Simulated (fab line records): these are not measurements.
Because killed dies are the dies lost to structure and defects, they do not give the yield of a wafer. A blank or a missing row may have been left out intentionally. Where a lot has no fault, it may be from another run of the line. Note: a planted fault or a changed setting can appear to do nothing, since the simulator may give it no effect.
2 desks looking at one fault || flow gf180mcu || what lay behind the numbers comes last; until then each desk has only its own

## FROM THE METROLOGY DESK
Lot by lot, what the gauges showed, no matter which tool ran the lot: averages of those sampled wafers that carry a number. A lot is out of limits, marked OUT, if its mean lies more than 4 standard deviations from the usual mean; the brackets give that distance.
Columns: A = V4_CVD_02_THK at GF_V4_THK_MEAS_03, usual 853 nm
{"lot": "L724", "first seen here": "day 23 05:16", "A": 862}
{"lot": "L725", "first seen here": "day 23 07:15", "A": 853}
{"lot": "L726", "first seen here": "day 23 23:14", "A": 839}
{"lot": "L727", "first seen here": "day 24 08:34", "A": 856}
{"lot": "L730", "first seen here": "day 25 13:39", "A": 850}
{"lot": "L731", "first seen here": "day 25 19:40", "A": 844}
{"lot": "L732", "first seen here": "day 26 01:26", "A": 844}
{"lot": "L733", "first seen here": "day 26 08:08", "A": 858}
{"lot": "L738", "first seen here": "day 28 00:02", "A": 843}
{"lot": "L739", "first seen here": "day 28 17:26", "A": 847}
{"lot": "L741", "first seen here": "day 29 06:02", "A": 864}
{"lot": "L746", "first seen here": "day 30 10:32", "A": 860}
{"lot": "L747", "first seen here": "day 30 20:06", "A": 868}
This desk's verdict: no lot among the 13 shows anything out of limits.

## AT THE TOOL OWNER'S DESK: pvd-sputter-01
The tool's own readings at GF_V4_SPUTTER_21 (material Ti, target thk 15 nm, time 80.02 s): means of the sampled wafers that have a number, for each lot that ran on this tool. A lot is out of limits, marked OUT, if its mean lies more than 4 standard deviations from the usual mean; the brackets give that distance.
Columns: A = cathode-dc-power-W at GF_V4_SPUTTER_21, usual 2500.0 W; B = throttle-valve-pct at GF_V4_SPUTTER_21, usual 30.2 %
{"lot": "L725", "first seen here": "day 24 07:22", "A": 2500.3, "B": 31.8}
{"lot": "L731", "first seen here": "day 26 18:20", "A": 2499.7, "B": 31.3}
{"lot": "L732", "first seen here": "day 26 23:25", "A": 2499.7, "B": 31.6}
{"lot": "L738", "first seen here": "day 28 20:25", "A": 2499.9, "B": 30.7}
{"lot": "L739", "first seen here": "day 29 13:06", "A": "2568.9 (+99 or more) OUT", "B": 31.1}
{"lot": "L741", "first seen here": "day 30 02:42", "A": "2568.8 (+99 or more) OUT", "B": 31.4}
This desk finds L739, L741 out of limits, L739 being first, at day 29 13:06 (cathode-dc-power-W at GF_V4_SPUTTER_21). Within limits: L725, L731, L732, L738.

## ALL TOGETHER
The tool owner's desk had the chance to raise an alarm at day 29 13:06 on L739, L741.
The metrology desk saw nothing out of limits.
The metrology desk holds a record of L739, L741, inside its limits.
Every lot named ran GF_V4_SPUTTER_21 on pvd-sputter-01.

## WHAT THE SIMULATOR HAD INSERTED
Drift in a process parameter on pvd-sputter-01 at GF_V4_SPUTTER_21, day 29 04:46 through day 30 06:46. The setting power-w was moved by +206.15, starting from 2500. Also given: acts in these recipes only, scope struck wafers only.
Lots struck among those shown: L739, L741.
Each desk's first reading out of limits, in hours after the fault started: the tool owner's desk, 8.
